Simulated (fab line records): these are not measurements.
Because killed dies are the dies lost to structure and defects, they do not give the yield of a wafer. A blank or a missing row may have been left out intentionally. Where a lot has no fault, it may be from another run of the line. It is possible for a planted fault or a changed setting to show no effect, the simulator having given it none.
fab line records | flow sky130 | part 1 of 2: steps 1 to 26 of 35
record lots=5 wafers=15 lastDay=49
route steps=708 shown FIELD_ISO@8 NWELL@32 DNWELL@35
lots that met no fault: from a run of the same line without faults
startH: start of the lot's first displayed wafer, in hours after the record's first day | waitH: hours since the lot's step before | " unchanged from the row above | L1.1+2: a row that stands for several wafers | - no value, or no start given | * or withheld: withheld | < > ~ a bound
route shown NAME@n: names a module that has steps shown in the file, with the first one's number in the route | usual: mean/standard deviation taken from wafers without a fault | same: alike in all rows | chamber/n: place in a boat | sites: the reading at each site | _std_site: their standard deviation | _edge_site: inner sites' mean taken away from outer sites' mean | radiusMm: for every site, how far away it sits from the centre of the wafer | mask NAME#n: copy n | behind: the last tool/chamber to shape the wafer | hold: cause of the lot's hold/its duration in hours/its outcome | device: the n, p or np transistor that did not switch | end of line: the route-end tests of the same wafers | for a step that has no rows: nothing shown but its recipe | killed: dies lost to structure and defects at the first sort, not the wafer's yield | map: a wafer's dies, x killed, . not, _ none there
set.NAME: setting as actually run; set.NAME@STEP: the setting as run at that earlier step | model.NAME: the simulator's own value behind a step, which no gauge read
lots at some steps of the route; a table a step, a row a wafer
services: when a tool's chamber went out of use (startH, in hours from the record's first day, below 0 if earlier), for how many hours, and the reason
## steps
# step SKY_FIELD_ISO_COAT_07
# recipe resist=BARC tempC=withheld timeS=withheld spinRpm=3000 resistThkNm=60
# usual chillPlateTempC=* exhaustPa=44.8/0.92
# columns lot.wafer tool chamber startH waitH chillPlateTempC exhaustPa
L074.2 lithoTrack-03 0 22.35 0.1 * 43.9
L074.3 " 0 " " * 43.2
L074.5 " 0 " " * 44.0
L075.1 lithoTrack-03 0 28.53 0.1 * 44.8
L075.2 " 0 " " * 43.5
L075.6 " 0 " " * 45.1
L081.2 lithoTrack-03 0 56.10 0.1 * 45.5
L081.5 " 0 " " * 44.7
L081.6 " 0 " " * 46.5
L082.1 lithoTrack-04 0 62.38 0.1 * 44.1
L082.2 " 0 " " * 43.3
L082.4 " 0 " " * 44.2
L089.1 lithoTrack-01 0 96.67 0.1 * 45.1
L089.2 " 0 " " * 44.9
L089.3 " 0 " " * 44.0
# step SKY_FIELD_ISO_COAT_08
# recipe resist=KrF-thick spinRpm=3000 resistThkNm=450
# usual chillPlateTempC=22.99/0.12 exhaustPa=44.9/0.88
# columns lot.wafer tool chamber startH waitH chillPlateTempC exhaustPa
L074.2 lithoTrack-03 0 - - 22.88 44.5
L074.3 " 0 " " 22.94 45.3
L074.5 " 0 " " 23.10 44.5
L075.1 lithoTrack-03 0 - - 23.13 45.4
L075.2 " 0 " " 22.96 46.0
L075.6 " 0 " " 22.98 45.9
L081.2 lithoTrack-03 0 - - 23.09 44.3
L081.5 " 0 " " 23.06 44.8
L081.6 " 0 " " 23.11 44.8
L082.1 lithoTrack-04 0 - - 22.95 44.3
L082.2 " 0 " " 23.00 43.7
L082.4 " 0 " " 22.99 44.3
L089.1 lithoTrack-01 0 - - 23.10 45.5
L089.2 " 0 " " 23.00 44.5
L089.3 " 0 " " 22.95 46.1
# step SKY_FIELD_ISO_SOFTBAKE_09
# recipe tempC=98.81 timeS=90 resist=KrF-thick
# usual chillPlateTempC=23.02/0.1 exhaustPa=45.3/0.96 heaterPowerTotalW=56.42/0.11
# columns lot.wafer tool chamber startH waitH chillPlateTempC exhaustPa heaterPowerTotalW
L074.2 lithoTrack-03 0 - - 22.98 44.8 56.32
L074.3 " 0 " " 22.79 44.5 56.32
L074.5 " 0 " " 22.88 45.5 56.39
L075.1 lithoTrack-03 0 - - 23.11 44.4 56.48
L075.2 " 0 " " 23.11 44.5 56.50
L075.6 " 0 " " 22.96 45.5 56.31
L081.2 lithoTrack-03 0 - - 22.88 47.2 56.48
L081.5 " 0 " " 22.96 45.3 56.38
L081.6 " 0 " " 22.83 46.4 56.58
L082.1 lithoTrack-04 0 - - 23.30 45.9 56.48
L082.2 " 0 " " 23.18 44.3 56.49
L082.4 " 0 " " 23.15 45.1 56.44
L089.1 lithoTrack-01 0 - - 23.03 43.5 56.46
L089.2 " 0 " " 22.92 45.9 56.48
L089.3 " 0 " " 22.92 44.8 56.32
# step SKY_FIELD_ISO_EXPOSE_10
# recipe maskId=FOM na=0.68 sourceShape=annular sigmaInner=0.4 sigmaOuter=0.8 targetCdNm=150 doseMj=28
# usual exposureDoseMJCm2=28.069/0.028
# columns lot.wafer tool chamber startH waitH mask exposureDoseMJCm2
L074.2 krfScanner-01 0 - - FOM#0 28.110
L074.3 " 0 " " FOM#0 28.109
L074.5 " 0 " " FOM#0 28.049
L075.1 krfScanner-01 0 - - FOM#0 28.062
L075.2 " 0 " " FOM#0 28.085
L075.6 " 0 " " FOM#0 28.087
L081.2 krfScanner-02 0 - - FOM#0 28.081
L081.5 " 0 " " FOM#0 28.044
L081.6 " 0 " " FOM#0 28.030
L082.1 krfScanner-01 0 - - FOM#0 28.067
L082.2 " 0 " " FOM#0 28.046
L082.4 " 0 " " FOM#0 28.053
L089.1 krfScanner-02 0 - - FOM#0 28.069
L089.2 " 0 " " FOM#0 28.039
L089.3 " 0 " " FOM#0 28.079
# step SKY_FIELD_ISO_PEB_11
# recipe pebTempC=withheld pebTimeS=withheld resist=KrF-thick
# usual chillPlateTempC=* exhaustPa=45.0/0.87
# columns lot.wafer tool chamber startH waitH chillPlateTempC exhaustPa
L074.2 lithoTrack-03 0 - - * 45.3
L074.3 " 0 " " * 45.7
L074.5 " 0 " " * 46.0
L075.1 lithoTrack-03 0 - - * 44.7
L075.2 " 0 " " * 44.0
L075.6 " 0 " " * 45.1
L081.2 lithoTrack-04 0 - - * 44.5
L081.5 " 0 " " * 45.7
L081.6 " 0 " " * 46.6
L082.1 lithoTrack-03 0 - - * 44.9
L082.2 " 0 " " * 46.3
L082.4 " 0 " " * 44.0
L089.1 lithoTrack-04 0 - - * 43.7
L089.2 " 0 " " * 45.2
L089.3 " 0 " " * 43.4
# step SKY_FIELD_ISO_DEVELOP_12
# recipe developTimeS=60 resist=KrF-thick devTempC=21
# usual chillPlateTempC=22.99/0.11 exhaustPa=44.9/0.92
# columns lot.wafer tool chamber startH waitH chillPlateTempC exhaustPa
L074.2 lithoTrack-03 0 - - 22.90 47.1
L074.3 " 0 " " 22.90 46.2
L074.5 " 0 " " 22.92 46.7
L075.1 lithoTrack-03 0 - - 22.96 45.4
L075.2 " 0 " " 23.01 44.7
L075.6 " 0 " " 22.92 45.4
L081.2 lithoTrack-04 0 - - 23.08 44.4
L081.5 " 0 " " 23.11 44.3
L081.6 " 0 " " 23.07 45.4
L082.1 lithoTrack-03 0 - - 22.87 44.9
L082.2 " 0 " " 22.87 45.2
L082.4 " 0 " " 22.81 44.5
L089.1 lithoTrack-04 0 - - 22.97 44.0
L089.2 " 0 " " 23.15 45.0
L089.3 " 0 " " 22.91 44.6
# step SKY_FIELD_ISO_CD_MEAS_13
# recipe targetCdNm=150
# usual cdNm=150.1/1.4
# columns lot.wafer tool chamber startH waitH cdNm
L074.2 cdSem-02 - 30.35 - 149.4
L074.3 " - " " 149.5
L074.5 " - " " 148.8
L075.1 cdSem-02 - 36.33 - 148.7
L075.2 " - " " 150.1
L075.6 " - " " 150.1
L081.2 cdSem-02 - 64.05 - 149.7
L081.5 " - " " 150.5
L081.6 " - " " 150.5
L082.1 cdSem-02 - 71.13 - 150.2
L082.2 " - " " 148.9
L082.4 " - " " 149.5
L089.1 cdSem-02 - 105.68 - 150.4
L089.2 " - " " 150.7
L089.3 " - " " 150.3
# step SKY_FIELD_ISO_ETCH_14
# recipe chemistry=N2/H2 target=BARC ionEnergyEv=200 sourceW=500 biasW=100 pressureMtorr=30 n2FlowSccm=100 h2FlowSccm=200 stopOn=SiO2 timeS=45.9 targetDepthA=600
# usual drypumpMotorCurrentA=5.7/0.36 oesProductAu=0.855/0.0049 throttleValvePct=13.224/0.009
# columns lot.wafer tool chamber startH waitH drypumpMotorCurrentA oesProductAu rfHoursCounterH throttleValvePct
L074.2 rieDiel-03 1 30.45 0.1 6.2 0.855 167 13.228
L074.3 " 2 " " 5.8 0.855 37 13.208
L074.5 " 3 " " 5.3 0.849 - 13.223
L075.1 rieDiel-01 0 36.45 0.1 5.6 0.860 83 13.239
L075.2 " 3 " " 5.6 0.870 155 13.220
L075.6 " 1 " " 5.6 0.857 - 13.227
L081.2 rieDiel-01 2 64.15 0.1 5.5 0.852 33 13.236
L081.5 " 3 " " 5.6 0.850 - 13.215
L081.6 " 0 " " 5.6 0.859 - 13.226
L082.1 rieDiel-03 0 71.25 0.1 5.2 0.854 30 13.233
L082.2 " 3 " " 5.3 0.858 23 13.225
L082.4 " 2 " " 5.8 0.846 38 13.234
L089.1 rieDiel-03 2 105.80 0.1 5.8 0.863 39 13.233
L089.2 " 3 " " 5.3 0.862 24 13.226
L089.3 " 0 " " 5.3 0.857 31 13.220
# step SKY_FIELD_ISO_ETCH_15
# recipe chemistry=CHF3/O2 targetDepthNm=180 stopOn=Si sourceW=600 biasW=200 pressureMtorr=40 chf3FlowSccm=50 O2_flow_sccm=5 timeS=72
# usual drypumpMotorCurrentA=5.7/0.35 oesProductAu=0.945/0.0059 throttleValvePct=8.844/0.0093
# columns lot.wafer tool chamber startH waitH drypumpMotorCurrentA oesProductAu rfHoursCounterH throttleValvePct
L074.2 rieDiel-03 1 30.49 0.0 6.1 0.955 167 8.835
L074.3 " 2 " " 5.8 0.952 37 8.842
L074.5 " 3 " " 5.3 0.947 - 8.852
L075.1 rieDiel-01 0 36.49 0.0 5.6 0.943 83 8.848
L075.2 " 3 " " 5.6 0.948 155 8.852
L075.6 " 1 " " 5.6 0.955 - 8.854
L081.2 rieDiel-01 2 64.19 0.0 5.5 0.942 33 8.841
L081.5 " 3 " " 5.6 0.945 - 8.833
L081.6 " 0 " " 5.6 0.941 - 8.843
L082.1 rieDiel-03 0 71.29 0.0 5.2 0.945 30 8.840
L082.2 " 3 " " 5.3 0.952 23 8.846
L082.4 " 2 " " 5.8 0.945 38 8.843
L089.1 rieDiel-03 2 105.84 0.0 5.8 0.947 39 8.839
L089.2 " 3 " " 5.3 0.953 24 8.850
L089.3 " 0 " " 5.3 0.945 31 8.843
# step SKY_FIELD_ISO_STRIP_16
# recipe chemistry=O2/N2 powerW=1400 pressureMtorr=1500 platenTempC=withheld o2FlowSccm=3000 n2FlowSccm=300 overashFraction=0.5
# usual drypumpMotorCurrentA=5.5/0.51 oesProductAu=0.378/0.0049 stripTimeToEndpointS=3.55/0.048
# columns lot.wafer tool chamber startH waitH drypumpMotorCurrentA oesProductAu rfHoursCounterH stripTimeToEndpointS
L074.2 plasmaAsher-02 0 30.54 0.0 6.4 0.377 32 3.57
L074.3 " 0 " " 6.4 0.372 - 3.51
L074.5 " 0 " " 6.5 0.381 - 3.52
L075.1 plasmaAsher-01 0 36.54 0.0 4.9 0.379 37 3.59
L075.2 " 1 " " 5.5 0.375 37 3.49
L075.6 " 0 " " 4.9 0.378 - 3.52
L081.2 plasmaAsher-02 0 64.25 0.0 6.5 0.376 35 3.62
L081.5 " 1 " " 5.5 0.374 - 3.52
L081.6 " 0 " " 6.4 0.373 - 3.60
L082.1 plasmaAsher-04 1 71.34 0.0 5.4 0.372 39 3.54
L082.2 " 0 " " 5.0 0.372 39 3.50
L082.4 " 0 " " 5.0 0.378 - 3.51
L089.1 plasmaAsher-02 0 105.90 0.0 6.4 0.377 39 3.54
L089.2 " 1 " " 5.5 0.381 39 3.51
L089.3 " 0 " " 6.5 0.385 - 3.55
# step SKY_FIELD_ISO_ETCH_17
# recipe targetDepthA=3420 maskMaterial=Si3N4 chemistry=HBr/Cl2/O2 target=Si taperDeg=5 icpW=600 biasW=150 pressureMtorr=15 HBr_flow_sccm=150 Cl2_flow_sccm=40 O2_flow_sccm=6 timeS=97.7
# usual drypumpMotorCurrentA=5.8/0.41 oesProductAu=1.004/0.015 throttleValvePct=25.653/0.014
# columns lot.wafer tool chamber startH waitH drypumpMotorCurrentA oesProductAu rfHoursCounterH throttleValvePct
L074.2 rieSi-01 2 30.64 0.1 6.1 1.009 53 25.643
L074.3 " 3 " " 5.1 1.012 41 25.634
L074.5 " 3 " " 5.2 1.025 - 25.641
L075.1 rieSi-01 3 36.64 0.1 5.2 1.016 41 25.651
L075.2 " 0 " " 6.2 0.988 146 25.661
L075.6 " 0 " " 6.2 0.990 - 25.648
L081.2 rieSi-01 2 64.35 0.1 6.1 1.000 53 25.664
L081.5 " 1 " " 6.2 0.989 - 25.669
L081.6 " 0 " " 6.2 0.991 - 25.663
L082.1 rieSi-02 3 71.44 0.1 5.9 1.007 3 25.639
L082.2 " 2 " " 5.3 1.009 93 25.645
L082.4 " 3 " " 5.9 1.026 - 25.655
L089.1 rieSi-01 3 106.00 0.1 5.2 1.032 41 25.649
L089.2 " 2 " " 6.1 1.001 53 25.646
L089.3 " 1 " " 6.2 0.988 64 25.668
# step SKY_FIELD_ISO_WET_ETCH_18
# recipe chemistry=H3PO4 targetDepthNm=25 tempC=160 target=Si3N4 timeS=286
# columns lot.wafer tool chamber startH waitH
L074.2+3+5 wetBench-03 2 30.72 0.0
L075.1+2+6 wetBench-03 2 36.72 0.0
L081.2+5+6 wetBench-01 1 64.62 0.2
L082.1+2+4 wetBench-03 1 71.52 0.0
L089.1+2+3 wetBench-03 1 106.07 0.0
# step SKY_FIELD_ISO_CLEAN_19
# recipe chemistry=SC1/SC2 mix=1:4:20 tempC=70 timeS=150
# columns lot.wafer tool chamber startH waitH
L074.2+3+5 wetBench-01 1 30.80 0.0
L075.1+2+6 wetBench-04 1 36.80 0.0
L081.2+5+6 wetBench-01 2 64.80 0.1
L082.1+2+4 wetBench-01 1 71.60 0.0
L089.1+2+3 wetBench-04 0 106.17 0.0
# step SKY_FIELD_ISO_CLEAN_20
# recipe chemistry=dHF timeS=20 dilution=100:1
# columns lot.wafer tool chamber startH waitH
L074.2+3+5 wetBench-04 0 30.85 0.0
L075.1+2+6 wetBench-01 3 36.85 0.0
L081.2+5+6 wetBench-01 0 64.91 0.1
L082.1+2+4 wetBench-03 0 71.66 0.0
L089.1+2+3 wetBench-01 2 106.22 0.0
# step SKY_FIELD_ISO_WET_ETCH_21
# recipe chemistry=dHF dilution=100:1 targetDepthNm=20 dry=ipaMarangoni target=SiO2 tempC=25 timeS=400
# columns lot.wafer tool chamber startH waitH
L074.2+3+5 wetBench-03 0 30.87 0.0
L075.1+2+6 wetBench-03 0 36.87 0.0
L081.2+5+6 wetBench-01 3 64.92 0.0
L082.1+2+4 wetBench-01 1 71.67 0.0
L089.1+2+3 wetBench-03 0 106.24 0.0
# step SKY_FIELD_ISO_OXIDATION_22
# recipe tempC=950 ambient=O2 stabiliseS=600 purgeS=300 targetThkA=100 oxTimeS=623
# usual oxTempCMax=955.2/1.3
# columns lot.wafer tool chamber startH waitH oxTempCMax
L074.2 furnace-01 0 31.17 0.2 956.2
L074.3 " 0 " " 957.4
L074.5 " 0 " " 956.0
L075.1 furnace-02 0 38.02 1.0 953.9
L075.2 " 0 " " 955.1
L075.6 " 0 " " 953.8
L081.2 furnace-02 0 65.05 0.0 954.2
L081.5 " 0 " " 954.5
L081.6 " 0 " " 953.3
L082.1 furnace-01 0 73.28 1.5 955.9
L082.2 " 0 " " 955.0
L082.4 " 0 " " 955.7
L089.1 furnace-01 0 107.39 1.0 955.2
L089.2 " 0 " " 957.6
L089.3 " 0 " " 955.8
# step SKY_FIELD_ISO_THK_MEAS_23
# recipe reads=SiO2_of_FIELD_ISO_OXIDATION_22
# usual FIELD_ISO_OXIDATION_01_THK=10.03/0.18
# columns lot.wafer tool chamber startH waitH FIELD_ISO_OXIDATION_01_THK[nm]
L074.2 filmMetro-02 - 32.36 0.0 10.22
L074.3 " - " " 10.22
L074.5 " - " " 10.14
L075.1 filmMetro-04 - 39.19 0.0 10.11
L075.2 " - " " 10.03
L075.6 " - " " 10.03
L081.2 filmMetro-04 - 66.24 0.0 10.23
L081.5 " - " " 10.30
L081.6 " - " " 10.32
L082.1 filmMetro-01 - 74.45 0.0 9.94
L082.2 " - " " 10.12
L082.4 " - " " 9.98
L089.1 filmMetro-04 - 108.56 0.0 9.96
L089.2 " - " " 10.08
L089.3 " - " " 9.98
# step SKY_FIELD_ISO_CVD_24
# recipe material=SiO2 targetThkNm=595 tempC=650 sigmaOpenFrac=0.3 timeS=99.2 sih4FlowSccm=60 pressureMtorr=6
# columns lot.wafer tool chamber startH waitH
L074.2+3+5 hdpcvd-01 2,0,0 32.41 0.0
L075.1+2+6 hdpcvd-02 0,1,2 39.25 0.1
L081.2+5+6 hdpcvd-02 1,2,0 66.29 0.0
L082.1+2+4 hdpcvd-01 1,2,0 74.61 0.1
L089.1+2+3 hdpcvd-02 1,0,2 108.62 0.1
# step SKY_FIELD_ISO_THK_MEAS_25
# recipe reads=SiO2_of_FIELD_ISO_CVD_24
# usual FIELD_ISO_CVD_24_THK=590/7.3
# columns lot.wafer tool chamber startH waitH FIELD_ISO_CVD_24_THK[nm]
L074.2 filmMetro-04 - 32.49 0.0 587
L074.3 " - " " 602
L074.5 " - " " 600
L075.1 filmMetro-01 - 39.32 0.0 577
L075.2 " - " " 586
L075.6 " - " " 592
L081.2 filmMetro-02 - 66.37 0.0 593
L081.5 " - " " 584
L081.6 " - " " 583
L082.1 filmMetro-04 - 74.68 0.0 587
L082.2 " - " " 575
L082.4 " - " " 588
L089.1 filmMetro-01 - 108.69 0.0 588
L089.2 " - " " 594
L089.3 " - " " 599
# step SKY_FIELD_ISO_ANNEAL_26
# recipe tempC=1000 timeS=1800 ambient=N2
# columns lot.wafer tool chamber startH waitH
L074.2+3+5 furnace-01 0 33.80 1.3
L075.1+2+6 furnace-02 0 39.38 0.1
L081.2+5+6 furnace-01 0 66.42 0.0
L082.1+2+4 furnace-02 0 74.87 0.2
L089.1+2+3 furnace-02 0 109.28 0.6
# step SKY_FIELD_ISO_CMP_27
# recipe stopOn=Si3N4 tOverpolishS=16 downForcePsi=4 platenRpm=60 targetThkNm=457.8 padVelocityMS=0.94248
# usual motorCurrentA=11.7/1.1 overpolishRunS=16.000/0.009 slurryFlowMlMin=150.0/0.44 timeToEndpointS=113/5.4
# columns lot.wafer tool chamber startH waitH motorCurrentA overpolishRunS slurryFlowMlMin timeToEndpointS
L074.3 cmp-02 2 35.40 0.1 10.8 15.999 150.3 122
L074.2 " 3 " " 12.7 16.007 150.2 114
L074.5 " 1 " " 11.0 16.015 151.0 112
L075.2 cmp-01 3 40.88 0.0 12.4 16.002 150.0 116
L075.1 " 1 " " 12.4 15.994 150.0 110
L075.6 " 3 " " 13.0 15.995 149.7 114
L081.2 cmp-02 2 68.07 0.1 11.0 15.993 149.9 116
L081.6 " 3 " " 13.1 16.004 149.7 106
L081.5 " 0 " " 9.5 16.014 149.5 112
L082.1 cmp-01 3 76.37 0.0 12.7 15.998 150.6 112
L082.2 " 0 " " 11.7 15.992 149.8 116
L082.4 " 1 " " 12.1 16.004 149.7 113
L089.3 cmp-01 2 110.83 0.1 11.5 16.010 150.2 105
L089.1 " 3 " " 12.9 15.982 150.8 109
L089.2 " 0 " " 10.9 16.007 150.1 115
# step SKY_FIELD_ISO_WET_ETCH_28
# recipe chemistry=dHF targetDepthNm=23.7 target=SiO2 dilution=10:1 tempC=25 timeS=47
# columns lot.wafer tool chamber startH waitH
L074.2+3+5 wetBench-03 1 35.60 0.1
L075.1+2+6 wetBench-03 3 41.18 0.1
L081.2+5+6 wetBench-01 2 68.25 0.1
L082.1+2+4 wetBench-01 3 76.67 0.2
L089.1+2+3 wetBench-04 0 111.08 0.1
# step SKY_FIELD_ISO_WET_ETCH_29
# recipe chemistry=H3PO4 targetDepthNm=160 target=Si3N4 tempC=160 timeS=1825
# columns lot.wafer tool chamber startH waitH
L074.2+3+5 wetBench-04 1 35.63 0.0
L075.1+2+6 wetBench-01 1 41.21 0.0
L081.2+5+6 wetBench-01 3 68.28 0.0
L082.1+2+4 wetBench-03 0 76.69 0.0
L089.1+2+3 wetBench-03 1 111.10 0.0
# step SKY_FIELD_ISO_WET_ETCH_30
# recipe chemistry=dHF targetDepthNm=25 target=SiO2 dilution=10:1 tempC=25 timeS=50
# columns lot.wafer tool chamber startH waitH
L074.2+3+5 wetBench-01 0 36.14 0.0
L075.1+2+6 wetBench-04 0 41.72 0.0
L081.2+5+6 wetBench-01 1 68.84 0.0
L082.1+2+4 wetBench-03 2 77.26 0.1
L089.1+2+3 wetBench-04 0 111.62 0.0
# step SKY_NWELL_CLEAN_00
# recipe chemistry=SC1/SC2 mix=1:4:20 tempC=70 timeS=150 dry=n2Spin
# columns lot.wafer tool chamber startH waitH
L074.2+3+5 wetBench-03 2 36.16 0.0
L075.1+2+6 wetBench-03 2 41.74 0.0
L081.2+5+6 wetBench-01 0 68.86 0.0
L082.1+2+4 wetBench-03 1 77.29 0.0
L089.1+2+3 wetBench-01 0 111.64 0.0
# step SKY_NWELL_OXIDATION_01
# recipe tempC=900 ambient=O2 stabiliseS=600 purgeS=300 targetThkA=100 oxTimeS=1418
# usual oxTempCMax=904.8/1.3
# columns lot.wafer tool chamber startH waitH oxTempCMax
L074.2 furnace-01 0 36.82 0.6 905.3
L074.3 " 0 " " 906.0
L074.5 " 0 " " 906.0
L075.1 furnace-02 0 42.36 0.6 903.7
L075.2 " 0 " " 904.4
L075.6 " 0 " " 906.4
L081.2 furnace-02 0 69.27 0.4 904.2
L081.5 " 0 " " 903.6
L081.6 " 0 " " 904.4
L082.1 furnace-02 0 77.88 0.5 903.5
L082.2 " 0 " " 904.4
L082.4 " 0 " " 905.1
L089.1 furnace-02 0 111.69 0.0 904.6
L089.2 " 0 " " 903.3
L089.3 " 0 " " 904.1
